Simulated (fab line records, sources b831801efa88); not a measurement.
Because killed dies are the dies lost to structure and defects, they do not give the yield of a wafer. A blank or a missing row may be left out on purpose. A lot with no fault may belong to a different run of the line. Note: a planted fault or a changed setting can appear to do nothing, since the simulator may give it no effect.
fab line records	flow gf180mcu
record: lots: 12	wafers: 36	last-day: 34
route steps=602 shown PSD@257 V1@349
lots untouched by any fault: they come from a run of this same line in which no faults occurred
start-h: hours from the record's opening day to when the first of the lot's shown wafers began	wait-h: how many hours have passed since the lot's step before this one	" unchanged from the row above	L1.1+2: a single row standing in for several wafers	- no value, or no start given	* or withheld: withheld	< > ~ a bound
route shown NAME@n: a module of which the file shows steps, and the number in the route of the first	usual: mean and standard deviation over wafers with no fault	same: alike in all rows	chamber/n: place in a boat	sites: per-site readings	_std_site: the values' standard deviation	_edge_site: mean of outer sites minus mean of inner sites	radius-mm: how far each site lies from the wafer's centre	mask NAME#n: copy n	behind: the last tool/chamber to shape the wafer	hold: why the lot went on hold/how many hours it stayed there/how the hold came to an end	device: the transistor (n, p or np) that didn't switch	end of line: tests run on the same wafers once the route is complete	a step given without rows: its recipe and nothing more	killed: count of dies lost to structure and defects at first sort (not the wafer's yield)	map: shows each die of a wafer: x if killed, . if not, _ if none is there
set.NAME: the run value of the setting; set.NAME@STEP: its run value at that earlier step	model.NAME: the simulator's own value behind a step, which no gauge read
a sample of lots followed through the steps of the route, with each step as a table and each wafer as a row
services: when a tool's chamber went out of use (start-h, in hours from the record's first day, below 0 if earlier), for how many hours, and the reason
== steps ==
step: GF_PSD_IMPLANT_09
recipe: species: BF2	energy-kev: 40	dose-cm2: 1.5e+15	tilt-deg: 7
usual: beam-energy-keV: 40.001/0.013	tilt-deg: 6.999/0.017
lot.wafer	tool	chamber	start-h	wait-h	beam-energy-keV	tilt-deg
L271.1	implanter-01	0	318.53	0.0	40.027	6.978
L271.3	"	0	"	"	40.032	6.998
L271.5	"	0	"	"	40.010	7.010
L273.2	implanter-02	0	332.84	0.0	40.000	7.000
L273.5	"	0	"	"	39.990	6.984
L273.6	"	0	"	"	40.012	7.021
L274.2	implanter-01	0	335.78	0.0	40.000	7.008
L274.3	"	0	"	"	39.994	7.004
L274.4	"	0	"	"	39.995	6.993
L277.2	implanter-02	0	362.26	0.0	39.985	6.993
L277.3	"	0	"	"	40.010	6.993
L277.4	"	0	"	"	39.996	6.979
L278.1	implanter-02	0	379.98	0.0	39.972	7.038
L278.4	"	0	"	"	39.975	6.983
L278.5	"	0	"	"	39.982	7.016
L279.1	implanter-03	0	385.03	0.0	40.008	6.994
L279.2	"	0	"	"	39.978	6.997
L279.3	"	0	"	"	40.014	6.992
L280.1	implanter-03	0	387.93	0.0	39.999	7.009
L280.3	"	0	"	"	40.011	6.981
L280.4	"	0	"	"	40.016	6.998
L281.3	implanter-01	0	405.38	0.1	40.010	7.023
L281.5	"	0	"	"	40.002	6.996
L281.6	"	0	"	"	40.012	7.009
L283.4	implanter-01	0	428.93	0.1	40.010	6.969
L283.5	"	0	"	"	39.997	6.998
L283.6	"	0	"	"	39.998	6.987
L289.4	implanter-01	0	467.48	0.1	41.064	6.971
L289.5	"	0	"	"	41.088	7.023
L289.6	"	0	"	"	41.098	6.992
L290.1	implanter-01	0	479.78	0.0	41.111	6.980
L290.3	"	0	"	"	41.105	6.961
L290.4	"	0	"	"	41.082	6.985
L294.1	implanter-02	0	510.83	0.0	39.996	6.991
L294.2	"	0	"	"	39.992	6.993
L294.4	"	0	"	"	40.000	6.986
step: GF_PSD_STRIP_10
recipe: chemistry: O2/N2	power-w: 1400	pressure-mtorr: 1500	platen-temp-c: 250	o2-flow-sccm: 3000	n2-flow-sccm: 300	overash-fraction: 0.5
usual: drypump-motor-current-A: 5.8/0.44	heater-power-w: 317/32	oes-product-au: 0.592/0.0049	strip-time-to-endpoint-s: 16.52/0.037
lot.wafer	tool	chamber	start-h	wait-h	drypump-motor-current-A	heater-power-w	oes-product-au	rf-hours-counter-h	strip-time-to-endpoint-s
L271.1	plasma-asher-04	0	318.68	0.1	6.4	350	0.589	65	16.47
L271.3	"	1	"	"	5.3	284	0.591	-	16.45
L271.5	"	0	"	"	6.4	364	0.598	-	16.49
L273.2	plasma-asher-02	1	332.97	0.1	5.4	331	0.590	56	16.57
L273.5	"	1	"	"	5.4	337	0.594	-	16.56
L273.6	"	0	"	"	5.7	303	0.595	-	16.55
L274.2	plasma-asher-04	1	335.90	0.1	5.3	294	0.591	67	16.53
L274.3	"	0	"	"	6.4	370	0.598	-	16.53
L274.4	"	1	"	"	5.3	299	0.582	-	16.51
L277.2	plasma-asher-03	1	362.38	0.1	5.8	327	0.599	25	16.53
L277.3	"	1	"	"	5.8	330	0.590	-	16.50
L277.4	"	0	"	"	6.2	259	0.598	-	16.54
L278.1	plasma-asher-04	1	380.13	0.1	5.3	294	0.586	71	16.50
L278.4	"	1	"	"	5.3	288	0.600	-	16.53
L278.5	"	0	"	"	6.4	360	0.587	-	16.54
L279.1	plasma-asher-02	1	385.18	0.1	5.4	333	0.590	62	16.56
L279.2	"	0	"	"	5.7	309	0.590	62	16.56
L279.3	"	0	"	"	5.7	305	0.591	-	16.56
L280.1	plasma-asher-02	0	388.08	0.1	5.7	296	0.588	62	16.46
L280.3	"	1	"	"	5.3	341	0.593	-	16.52
L280.4	"	0	"	"	5.7	305	0.589	-	16.50
L281.3	plasma-asher-02	0	405.51	0.1	5.7	308	0.598	-	16.50
L281.5	"	1	"	"	5.4	333	0.592	-	16.53
L281.6	"	0	"	"	5.7	305	0.601	-	16.51
L283.4	plasma-asher-03	0	429.04	0.1	6.2	265	0.589	-	16.52
L283.5	"	1	"	"	5.7	325	0.589	-	16.55
L283.6	"	0	"	"	6.2	257	0.589	-	16.54
L289.4	plasma-asher-03	0	467.58	0.1	6.2	269	0.587	-	16.59
L289.5	"	1	"	"	5.7	323	0.598	-	16.64
L289.6	"	0	"	"	6.2	260	0.588	-	16.64
L290.1	plasma-asher-04	1	479.93	0.1	5.3	290	0.595	82	16.64
L290.3	"	1	"	"	5.3	288	0.588	-	16.66
L290.4	"	0	"	"	6.4	355	0.580	-	16.64
L294.1	plasma-asher-02	0	510.98	0.1	5.7	303	0.595	73	16.56
L294.2	"	1	"	"	5.4	339	0.592	73	16.53
L294.4	"	1	"	"	5.4	341	0.592	-	16.58
step: GF_PSD_TW_MEAS_11
usual: PSD_TW: 3160/21
lot.wafer	tool	chamber	start-h	wait-h	PSD_TW
L271.1	film-metro-02	-	318.78	0.1	3160
L271.3	"	-	"	"	3181
L271.5	"	-	"	"	3167
L273.2	film-metro-01	-	333.08	0.1	3152
L273.5	"	-	"	"	3152
L273.6	"	-	"	"	3165
L274.2	film-metro-03	-	336.01	0.1	3169
L274.3	"	-	"	"	3184
L274.4	"	-	"	"	3140
L277.2	film-metro-02	-	362.49	0.1	3157
L277.3	"	-	"	"	3143
L277.4	"	-	"	"	3172
L278.1	film-metro-01	-	380.23	0.1	3161
L278.4	"	-	"	"	3152
L278.5	"	-	"	"	3159
L279.1	film-metro-02	-	385.28	0.1	3193
L279.2	"	-	"	"	3198
L279.3	"	-	"	"	3184
L280.1	film-metro-02	-	388.18	0.1	3186
L280.3	"	-	"	"	3183
L280.4	"	-	"	"	3182
L281.3	film-metro-01	-	405.60	0.1	3133
L281.5	"	-	"	"	3133
L281.6	"	-	"	"	3133
L283.4	film-metro-01	-	429.13	0.1	3127
L283.5	"	-	"	"	3127
L283.6	"	-	"	"	3133
L289.4	film-metro-03	-	467.68	0.1	3182
L289.5	"	-	"	"	3184
L289.6	"	-	"	"	3178
L290.1	film-metro-02	-	480.03	0.1	3215
L290.3	"	-	"	"	3218
L290.4	"	-	"	"	3206
L294.1	film-metro-01	-	511.08	0.1	3150
L294.2	"	-	"	"	3153
L294.4	"	-	"	"	3162
step: GF_PSD_RS_MEAS_15
recipe: thk-meas-gauge: four-point-probe
usual: PSD_RS: 108.56/0.26
lot.wafer	tool	chamber	start-h	wait-h	PSD_RS[ohm/sq]
L271.1	film-metro-02	-	319.09	0.1	108.80
L271.3	"	-	"	"	108.73
L271.5	"	-	"	"	108.73
L273.2	film-metro-03	-	333.40	0.1	108.12
L273.5	"	-	"	"	108.42
L273.6	"	-	"	"	108.36
L274.2	film-metro-03	-	336.36	0.1	109.01
L274.3	"	-	"	"	108.58
L274.4	"	-	"	"	108.72
L277.2	film-metro-01	-	362.82	0.1	108.73
L277.3	"	-	"	"	108.63
L277.4	"	-	"	"	108.72
L278.1	film-metro-03	-	380.54	0.1	108.24
L278.4	"	-	"	"	108.34
L278.5	"	-	"	"	108.33
L279.1	film-metro-01	-	385.60	0.1	108.36
L279.2	"	-	"	"	108.71
L279.3	"	-	"	"	108.72
L280.1	film-metro-03	-	388.50	0.1	108.61
L280.3	"	-	"	"	108.27
L280.4	"	-	"	"	108.53
L281.3	film-metro-03	-	405.93	0.1	108.56
L281.5	"	-	"	"	108.30
L281.6	"	-	"	"	108.16
L283.4	film-metro-01	-	429.48	0.1	109.30
L283.5	"	-	"	"	108.96
L283.6	"	-	"	"	108.96
L289.4	film-metro-01	-	468.02	0.1	107.02
L289.5	"	-	"	"	107.13
L289.6	"	-	"	"	106.71
L290.1	film-metro-03	-	480.34	0.1	107.13
L290.3	"	-	"	"	107.47
L290.4	"	-	"	"	107.45
L294.1	film-metro-01	-	511.44	0.1	108.25
L294.2	"	-	"	"	108.39
L294.4	"	-	"	"	108.07
step: GF_V1_CD_MEAS_14
recipe: target-cd-nm: 260
usual: cd-nm: 260.0/1.1
lot.wafer	tool	chamber	start-h	wait-h	cd-nm
L271.1	cd-sem-02	-	409.60	0.1	260.9
L271.3	"	-	"	"	261.0
L271.5	"	-	"	"	260.1
L273.2	cd-sem-02	-	429.42	0.1	260.6
L273.5	"	-	"	"	259.6
L273.6	"	-	"	"	260.8
L274.2	cd-sem-01	-	433.05	0.1	260.9
L274.3	"	-	"	"	262.1
L274.4	"	-	"	"	262.0
L277.2	cd-sem-02	-	462.62	0.1	259.1
L277.3	"	-	"	"	259.9
L277.4	"	-	"	"	258.7
L278.1	cd-sem-01	-	481.93	0.1	260.0
L278.4	"	-	"	"	259.7
L278.5	"	-	"	"	260.7
L279.1	cd-sem-01	-	487.29	0.2	259.1
L279.2	"	-	"	"	259.6
L279.3	"	-	"	"	258.9
L280.1	cd-sem-02	-	489.33	0.1	260.6
L280.3	"	-	"	"	259.9
L280.4	"	-	"	"	259.8
L281.3	cd-sem-02	-	506.61	0.1	261.3
L281.5	"	-	"	"	261.9
L281.6	"	-	"	"	261.7
L283.4	cd-sem-01	-	528.85	0.1	257.7
L283.5	"	-	"	"	259.2
L283.6	"	-	"	"	258.5
L289.4	cd-sem-02	-	564.50	0.1	260.0
L289.5	"	-	"	"	260.0
L289.6	"	-	"	"	259.6
L290.1	cd-sem-01	-	575.37	0.1	259.8
L290.3	"	-	"	"	261.8
L290.4	"	-	"	"	261.6
L294.1	cd-sem-01	-	604.77	0.1	261.3
L294.2	"	-	"	"	260.4
L294.4	"	-	"	"	260.6
step: GF_V1_STRIP_18
recipe: chemistry: O2/N2	power-w: 1400	pressure-mtorr: 1500	platen-temp-c: 250	o2-flow-sccm: 3000	n2-flow-sccm: 300	overash-fraction: 0.5
usual: drypump-motor-current-A: 5.8/0.37	heater-power-w: 309/33	oes-product-au: 0.592/0.0049
lot.wafer	tool	chamber	start-h	wait-h	drypump-motor-current-A	heater-power-w	oes-product-au	rf-hours-counter-h
L271.1	plasma-asher-02	1	409.88	-	5.4	325	0.589	65
L271.3	"	1	"	"	5.4	330	0.597	-
L271.5	"	0	"	"	5.7	304	0.580	-
L273.2	plasma-asher-03	1	429.68	-	5.7	327	0.587	31
L273.5	"	0	"	"	6.2	260	0.587	-
L273.6	"	1	"	"	5.7	322	0.594	-
L274.2	plasma-asher-02	0	433.31	-	5.7	304	0.585	68
L274.3	"	1	"	"	5.4	327	0.594	-
L274.4	"	0	"	"	5.7	307	0.597	-
L277.2	plasma-asher-03	0	462.88	-	6.2	264	0.596	35
L277.3	"	0	"	"	6.2	267	0.600	-
L277.4	"	1	"	"	5.8	331	0.592	-
L278.1	plasma-asher-03	0	482.21	-	6.2	257	0.607	37
L278.4	"	0	"	"	6.2	263	0.588	-
L278.5	"	0	"	"	6.2	265	0.603	-
L279.1	plasma-asher-03	0	487.58	-	6.2	266	0.595	38
L279.2	"	1	"	"	5.7	321	0.593	38
L279.3	"	0	"	"	6.2	263	0.602	-
L280.1	plasma-asher-03	0	489.61	-	6.2	257	0.591	38
L280.3	"	0	"	"	6.2	263	0.588	-
L280.4	"	1	"	"	5.8	329	0.590	-
L281.3	plasma-asher-04	1	506.89	-	5.3	293	0.592	-
L281.5	"	1	"	"	5.3	293	0.588	-
L281.6	"	0	"	"	6.4	373	0.592	-
L283.4	plasma-asher-03	1	529.11	-	5.7	323	0.599	-
L283.5	"	1	"	"	5.7	326	0.595	-
L283.6	"	0	"	"	6.2	260	0.591	-
L289.4	plasma-asher-03	0	564.76	-	6.2	262	0.589	-
L289.5	"	1	"	"	5.8	314	0.595	-
L289.6	"	0	"	"	6.2	266	0.591	-
L290.1	plasma-asher-03	1	575.66	-	5.7	321	0.584	48
L290.3	"	0	"	"	6.2	261	0.590	-
L290.4	"	1	"	"	5.7	329	0.596	-
L294.1	plasma-asher-02	0	605.06	-	5.7	301	0.587	77
L294.2	"	1	"	"	5.4	335	0.588	77
L294.4	"	0	"	"	5.7	307	0.588	-
== services ==
tool	chamber	start-h	hours	kind
plasma-asher-02	-	295.56	2.8	pm
implanter-02	-	318.03	5.2	pm
implanter-03	-	324.18	9.1	repair
plasma-asher-03	-	341.69	1.2	repair
implanter-01	-	344.98	4.4	pm
implanter-02	-	353.47	3.8	pm
plasma-asher-04	-	387.91	0.8	repair
implanter-03	-	402.95	113.0	pm
implanter-01	-	409.16	3.0	pm
plasma-asher-03	-	458.81	2.8	pm
plasma-asher-02	-	480.74	28.1	pm
implanter-01	-	513.81	3.2	pm
implanter-03	-	515.95	4.3	pm
implanter-03	-	520.26	23.0	pm
implanter-03	-	543.25	2.2	pm
plasma-asher-02	-	548.23	56.3	repair
implanter-03	-	573.35	2.4	repair
implanter-03	-	573.84	13.5	repair
implanter-01	-	575.23	2.0	repair
== key ==
first-sign: step: GF_PSD_IMPLANT_09	reading: beam-energy-keV	direction: up	sigmas: 84	usual: 40.001	struck: 41.091
effect: step: GF_PSD_STRIP_10	reading: strip-time-to-endpoint-s	direction: up	sigmas: 3	usual: *	struck: *
effect: step: GF_PSD_TW_MEAS_11	reading: PSD_TW	direction: up	sigmas: 1.8	usual: 3160	struck: 3197
effect: step: GF_PSD_RS_MEAS_15	reading: PSD_RS	direction: down	sigmas: 5.4	usual: 108.56	struck: 107.15
met-at GF_PSD_IMPLANT_09
struck-lots L289,L290
tester-left-out L289,L290
not-acting-at GF_PSD_TW_MEAS_11,GF_V1_CD_MEAS_14,GF_V1_STRIP_18
onset-between 428.93 467.48
fault: kind: process-parameter-drift	tool: implanter-01	chamber: -	onset-h: 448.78	steps: GF_PSD_IMPLANT_09	channel: energy-kev	offset: 1.0834	shape: step	end-h: 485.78	acts-in: these-recipes-only	stated: 40
tester-left-out: of these lots the tester's yield and bins aren't shown, on N5 and GAA mostly nor the transistor test; their killed dies are dies lost to structure and defects alone, not to doping, threshold or leakage, so they don't give the yield
